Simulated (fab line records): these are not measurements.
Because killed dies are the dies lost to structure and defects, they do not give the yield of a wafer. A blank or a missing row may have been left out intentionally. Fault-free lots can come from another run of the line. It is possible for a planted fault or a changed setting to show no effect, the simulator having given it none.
fab line records ; flow gf180mcu
record: lots: 14; wafers: 42; last_day: 34
route steps=602 shown STI@3 HV_LDD@230 SAB@275 M1@320
lots untouched by any fault: they come from a run of this same line in which no faults occurred
start_h: the number of hours between the record's first day and the start of the first shown wafer of the lot ; wait_h: time in hours since the lot's previous step ; " same as the row above ; L1.1+2: one row covering several wafers at once ; - no value, or no start given ; * or withheld: withheld ; < > ~ a bound
route shown NAME@n: NAME is a module with steps in the file, n the number in the route of the first one ; usual: the fault-free wafers' mean and standard deviation ; same: alike in all rows ; chamber/n: place in a boat ; sites: the reading at each site ; _std_site: the values' standard deviation ; _edge_site: inner sites' mean taken away from outer sites' mean ; radius_mm: for every site, how far away it sits from the centre of the wafer ; mask NAME#n: copy n ; behind: the tool/chamber that last shaped the wafer ; hold: why the lot went on hold/how many hours it stayed there/how the hold came to an end ; device: the n, p or np transistor that did not switch ; end of line: the same wafers' tests at the end of the route ; where a step has no rows: the recipe by itself ; killed: at the first sort, the dies lost to defects and structure; wafer yield is something else ; map: a wafer's dies, x killed, . not, _ none there
set.NAME: setting as actually run; set.NAME@STEP: the setting as run at that earlier step ; model.NAME: the simulator's own value behind a step, which no gauge read
one table for each step of the route and one row for each wafer, over a sample of lots
services: from which hour (start_h, from the record's first day; less than 0 if before it) a tool's chamber was out of use, for how many hours, and why
== steps ==
step: GF_STI_THK_MEAS_02
recipe: reads: SiO2_of_STI_OXIDATION_01
usual: STI_OXIDATION_THK: 9.90/0.18
lot.wafer;tool;chamber;start_h;wait_h;STI_OXIDATION_THK[nm]
L685.2;film_metro-04;-;14.49;0.0;10.00
L685.5;film_metro-04;-;14.49;0.0;10.04
L685.6;film_metro-04;-;14.49;0.0;10.07
L686.2;film_metro-04;-;19.00;0.0;9.96
L686.4;film_metro-04;-;19.00;0.0;9.99
L686.6;film_metro-04;-;19.00;0.0;9.90
L688.1;film_metro-03;-;29.47;0.0;10.06
L688.3;film_metro-03;-;29.47;0.0;10.05
L688.4;film_metro-03;-;29.47;0.0;9.97
L690.1;film_metro-04;-;37.89;0.0;9.71
L690.2;film_metro-04;-;37.89;0.0;9.94
L690.5;film_metro-04;-;37.89;0.0;9.85
L692.1;film_metro-01;-;51.91;0.0;9.81
L692.3;film_metro-01;-;51.91;0.0;9.69
L692.4;film_metro-01;-;51.91;0.0;9.90
L693.3;film_metro-04;-;51.93;0.0;9.96
L693.4;film_metro-04;-;51.93;0.0;9.91
L693.6;film_metro-04;-;51.93;0.0;9.85
L695.1;film_metro-01;-;61.51;0.0;10.26
L695.2;film_metro-01;-;61.51;0.0;10.15
L695.3;film_metro-01;-;61.51;0.0;10.31
L696.2;film_metro-04;-;68.01;0.0;10.04
L696.3;film_metro-04;-;68.01;0.0;10.16
L696.5;film_metro-04;-;68.01;0.0;10.04
L698.1;film_metro-01;-;76.69;0.0;9.98
L698.5;film_metro-01;-;76.69;0.0;9.92
L698.6;film_metro-01;-;76.69;0.0;9.89
L700.1;film_metro-01;-;86.99;0.0;10.04
L700.5;film_metro-01;-;86.99;0.0;9.75
L700.6;film_metro-01;-;86.99;0.0;9.87
L704.1;film_metro-04;-;106.51;0.0;10.02
L704.3;film_metro-04;-;106.51;0.0;10.04
L704.5;film_metro-04;-;106.51;0.0;10.02
L706.1;film_metro-04;-;117.29;0.0;9.72
L706.2;film_metro-04;-;117.29;0.0;9.97
L706.3;film_metro-04;-;117.29;0.0;9.70
L707.1;film_metro-01;-;121.51;0.0;9.62
L707.2;film_metro-01;-;121.51;0.0;9.58
L707.5;film_metro-01;-;121.51;0.0;9.81
L708.2;film_metro-01;-;126.52;0.0;9.84
L708.3;film_metro-01;-;126.52;0.0;9.75
L708.5;film_metro-01;-;126.52;0.0;9.75
step: GF_HV_LDD_CVD_54
recipe: material: SiO2; target_thk_nm: 10; precursor: TEOS; temp_c: 680; time_s: 75; pressure_mtorr: 400
lot.wafer;tool;chamber;start_h;wait_h
L685.2+5+6;lpcvd-01;0;286.07;0.1
L686.2+4+6;lpcvd-02;0;289.60;0.6
L688.1+3+4;lpcvd-01;1;309.93;0.1
L690.1+2+5;lpcvd-02;0;313.97;1.0
L692.1+3+4;lpcvd-02;0;337.47;0.1
L693.3+4+6;lpcvd-02;1;338.49;0.2
L695.1+2+3;lpcvd-01;0;348.26;0.3
L696.2+3+5;lpcvd-01;0;364.16;0.1
L698.1+5+6;lpcvd-01;1;382.85;1.1
L700.1+5+6;lpcvd-01;0;396.39;0.1
L704.1+3+5;lpcvd-02;1;433.43;0.1
L706.1+2+3;lpcvd-02;1;440.96;0.1
L707.1+2+5;lpcvd-02;0;447.68;0.1
L708.2+3+5;lpcvd-01;1;458.76;0.1
step: GF_HV_LDD_THK_MEAS_55
recipe: reads: SiO2_of_HV_LDD_CVD_54
usual: HV_LDD_CVD_54_THK: 9.91/0.15
lot.wafer;tool;chamber;start_h;wait_h;HV_LDD_CVD_54_THK[nm]
L685.2;film_metro-03;-;288.38;0.0;9.91
L685.5;film_metro-03;-;288.38;0.0;9.96
L685.6;film_metro-03;-;288.38;0.0;10.13
L686.2;film_metro-01;-;290.63;0.0;10.00
L686.4;film_metro-01;-;290.63;0.0;9.93
L686.6;film_metro-01;-;290.63;0.0;9.88
L688.1;film_metro-02;-;311.46;0.0;10.05
L688.3;film_metro-02;-;311.46;0.0;9.96
L688.4;film_metro-02;-;311.46;0.0;9.92
L690.1;film_metro-03;-;314.99;0.0;9.94
L690.2;film_metro-03;-;314.99;0.0;9.94
L690.5;film_metro-03;-;314.99;0.0;9.99
L692.1;film_metro-02;-;338.49;0.0;9.83
L692.3;film_metro-02;-;338.49;0.0;10.04
L692.4;film_metro-02;-;338.49;0.0;9.98
L693.3;film_metro-03;-;339.53;0.0;9.91
L693.4;film_metro-03;-;339.53;0.0;9.97
L693.6;film_metro-03;-;339.53;0.0;9.85
L695.1;film_metro-02;-;349.80;0.0;9.87
L695.2;film_metro-02;-;349.80;0.0;9.68
L695.3;film_metro-02;-;349.80;0.0;9.81
L696.2;film_metro-03;-;365.19;0.0;9.74
L696.3;film_metro-03;-;365.19;0.0;9.73
L696.5;film_metro-03;-;365.19;0.0;9.60
L698.1;film_metro-01;-;383.87;0.0;6.67
L698.5;film_metro-01;-;383.87;0.0;6.82
L698.6;film_metro-01;-;383.87;0.0;6.76
L700.1;film_metro-02;-;397.41;0.0;6.41
L700.5;film_metro-02;-;397.41;0.0;6.61
L700.6;film_metro-02;-;397.41;0.0;6.62
L704.1;film_metro-02;-;434.45;0.0;9.67
L704.3;film_metro-02;-;434.45;0.0;9.82
L704.5;film_metro-02;-;434.45;0.0;9.64
L706.1;film_metro-03;-;441.98;0.0;9.84
L706.2;film_metro-03;-;441.98;0.0;9.86
L706.3;film_metro-03;-;441.98;0.0;9.91
L707.1;film_metro-02;-;448.71;0.0;9.94
L707.2;film_metro-02;-;448.71;0.0;9.96
L707.5;film_metro-02;-;448.71;0.0;9.89
L708.2;film_metro-03;-;459.79;0.0;9.98
L708.3;film_metro-03;-;459.79;0.0;10.06
L708.5;film_metro-03;-;459.79;0.0;9.94
step: GF_SAB_ETCH_11
recipe: chemistry: C4F8/O2/Ar; mask_material: NOVOLAK; target: SiO2; target_depth_nm: 55; source_w: 1500; bias_w: 1200; pressure_mtorr: 40; c4f8_flow_sccm: withheld; O2_flow_sccm: 6; Ar_flow_sccm: 300; time_s: 8.5
usual: oes_product_au: 0.990/0.017
lot.wafer;tool;chamber;start_h;wait_h;oes_product_au;rf_hours_counter_h
L685.2;rie_diel-01;3;351.64;0.0;1.008;58
L685.5;rie_diel-01;3;351.64;0.0;1.008;-
L685.6;rie_diel-01;2;351.64;0.0;1.022;-
L686.2;rie_diel-04;3;353.84;0.0;1.001;5
L686.4;rie_diel-04;1;353.84;0.0;0.984;-
L686.6;rie_diel-04;3;353.84;0.0;0.995;-
L688.1;rie_diel-04;3;376.48;0.0;0.996;6
L688.3;rie_diel-04;2;376.48;0.0;0.991;8
L688.4;rie_diel-04;0;376.48;0.0;0.960;3
L690.1;rie_diel-04;1;381.68;0.0;0.990;10
L690.2;rie_diel-04;3;381.68;0.0;1.007;6
L690.5;rie_diel-04;3;381.68;0.0;0.990;-
L692.1;rie_diel-04;0;408.18;0.0;0.963;5
L692.3;rie_diel-04;2;408.18;0.0;0.986;9
L692.4;rie_diel-04;3;408.18;0.0;0.995;7
L693.3;rie_diel-03;0;409.68;0.0;1.021;1
L693.4;rie_diel-03;3;409.68;0.0;1.011;12
L693.6;rie_diel-03;2;409.68;0.0;0.992;-
L695.1;rie_diel-04;3;419.81;0.0;0.995;7
L695.2;rie_diel-04;2;419.81;0.0;0.987;9
L695.3;rie_diel-04;1;419.81;0.0;0.978;11
L696.2;rie_diel-01;0;436.95;0.0;0.996;89
L696.3;rie_diel-01;1;436.95;0.0;0.984;2
L696.5;rie_diel-01;0;436.95;0.0;1.002;-
L698.1;rie_diel-03;0;457.91;0.0;1.024;2
L698.5;rie_diel-03;0;457.91;0.0;1.025;-
L698.6;rie_diel-03;1;457.91;0.0;1.002;-
L700.1;rie_diel-03;2;471.47;0.0;0.998;16
L700.5;rie_diel-03;1;471.47;0.0;0.997;-
L700.6;rie_diel-03;2;471.47;0.0;0.999;-
L704.1;rie_diel-04;1;507.93;0.0;0.971;13
L704.3;rie_diel-04;2;507.93;0.0;0.979;11
L704.5;rie_diel-04;3;507.93;0.0;0.985;-
L706.1;rie_diel-01;2;515.68;0.0;1.003;2
L706.2;rie_diel-01;1;515.68;0.0;0.982;4
L706.3;rie_diel-01;3;515.68;0.0;1.022;62
L707.1;rie_diel-04;3;522.82;0.0;0.982;10
L707.2;rie_diel-04;0;522.82;0.0;0.969;7
L707.5;rie_diel-04;3;522.82;0.0;0.991;-
L708.2;rie_diel-01;1;533.23;0.0;0.976;4
L708.3;rie_diel-01;3;533.23;0.0;0.994;-
L708.5;rie_diel-01;1;533.23;0.0;0.974;-
step: GF_M1_RS_MEAS_05
recipe: thk_meas_gauge: four-point-probe; reads: TiN_of_M1_SPUTTER_04+Ti_of_M1_SPUTTER_03+AlCu_of_M1_SPUTTER_02+TiN_of_M1_SPUTTER_01+Ti_of_M1_SPUTTER_00
usual: M1_ALCU_RS: 0.0694/0.00089
lot.wafer;tool;chamber;start_h;wait_h;M1_ALCU_RS[ohm/sq]
L685.2;film_metro-02;-;375.97;0.0;0.0704
L685.5;film_metro-02;-;375.97;0.0;0.0694
L685.6;film_metro-02;-;375.97;0.0;0.0700
L686.2;film_metro-04;-;379.09;0.0;0.0693
L686.4;film_metro-04;-;379.09;0.0;0.0682
L686.6;film_metro-04;-;379.09;0.0;0.0687
L688.1;film_metro-02;-;401.24;0.0;0.0699
L688.3;film_metro-02;-;401.24;0.0;0.0705
L688.4;film_metro-02;-;401.24;0.0;0.0703
L690.1;film_metro-04;-;407.91;0.0;0.0689
L690.2;film_metro-04;-;407.91;0.0;0.0698
L690.5;film_metro-04;-;407.91;0.0;0.0691
L692.1;film_metro-04;-;435.51;0.0;0.0699
L692.3;film_metro-04;-;435.51;0.0;0.0690
L692.4;film_metro-04;-;435.51;0.0;0.0692
L693.3;film_metro-02;-;436.52;0.1;0.0685
L693.4;film_metro-02;-;436.52;0.1;0.0682
L693.6;film_metro-02;-;436.52;0.1;0.0681
L695.1;film_metro-04;-;447.86;0.0;0.0712
L695.2;film_metro-04;-;447.86;0.0;0.0706
L695.3;film_metro-04;-;447.86;0.0;0.0706
L696.2;film_metro-04;-;464.11;0.0;0.0709
L696.3;film_metro-04;-;464.11;0.0;0.0702
L696.5;film_metro-04;-;464.11;0.0;0.0692
L698.1;film_metro-02;-;485.03;0.0;0.0684
L698.5;film_metro-02;-;485.03;0.0;0.0686
L698.6;film_metro-02;-;485.03;0.0;0.0700
L700.1;film_metro-04;-;497.79;0.0;0.0703
L700.5;film_metro-04;-;497.79;0.0;0.0690
L700.6;film_metro-04;-;497.79;0.0;0.0693
L704.1;film_metro-04;-;533.35;0.0;0.0690
L704.3;film_metro-04;-;533.35;0.0;0.0698
L704.5;film_metro-04;-;533.35;0.0;0.0688
L706.1;film_metro-01;-;541.63;0.0;0.0705
L706.2;film_metro-01;-;541.63;0.0;0.0683
L706.3;film_metro-01;-;541.63;0.0;0.0696
L707.1;film_metro-02;-;548.65;0.0;0.0700
L707.2;film_metro-02;-;548.65;0.0;0.0696
L707.5;film_metro-02;-;548.65;0.0;0.0710
L708.2;film_metro-04;-;558.30;0.0;0.0691
L708.3;film_metro-04;-;558.30;0.0;0.0689
L708.5;film_metro-04;-;558.30;0.0;0.0691
== services ==
tool;chamber;start_h;hours;kind
rie_diel-01;3;270.36;4.3;repair
lpcvd-02;-;309.90;0.5;repair
rie_diel-04;-;318.31;2.8;pm
rie_diel-03;0;323.36;9.1;repair
rie_diel-03;-;334.80;2.8;pm
rie_diel-01;1;337.56;-;clean
rie_diel-01;1;337.56;17.7;scheduled_down
rie_diel-01;1;337.56;17.7;vent_cycle
rie_diel-01;3;345.01;2.5;repair
rie_diel-04;2;352.72;5.4;repair
rie_diel-01;2;374.75;4.9;repair
rie_diel-01;1;384.57;7.7;repair
rie_diel-04;-;389.65;1.0;repair
lpcvd-02;-;401.93;1.0;repair
rie_diel-01;1;408.70;15.0;repair
rie_diel-04;-;410.54;0.5;repair
lpcvd-01;-;426.86;2.8;pm
rie_diel-01;2;429.64;-;clean
rie_diel-01;2;429.64;20.1;scheduled_down
rie_diel-01;-;439.68;0.6;repair
rie_diel-04;2;447.51;15.5;repair
rie_diel-04;2;492.35;5.2;repair
rie_diel-03;0;515.14;3.0;repair
rie_diel-01;2;531.17;34.9;repair
== key ==
first_sign: step: GF_HV_LDD_THK_MEAS_55; reading: HV_LDD_CVD_54_THK; direction: down; sigmas: 21; usual: 9.91; struck: 6.65
effect none on later readings
met_at GF_HV_LDD_CVD_54
struck_lots L698,L700
tester_left_out L698,L700
not_acting_at GF_STI_THK_MEAS_02,GF_SAB_ETCH_11,GF_M1_RS_MEAS_05
onset_between 364.16 382.85
fault: kind: process_parameter_drift; tool: lpcvd-01; chamber: -; onset_h: 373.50; steps: GF_HV_LDD_CVD_54; channel: target_thk_nm; offset: -3.0356; shape: step; end_h: 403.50; acts_in: these_recipes_only; stated: 10
tester_left_out: of these lots the tester's yield and bins aren't shown, on N5 and GAA mostly nor the transistor test; their killed dies are dies lost to structure and defects alone, not to doping, threshold or leakage, so they don't give the yield
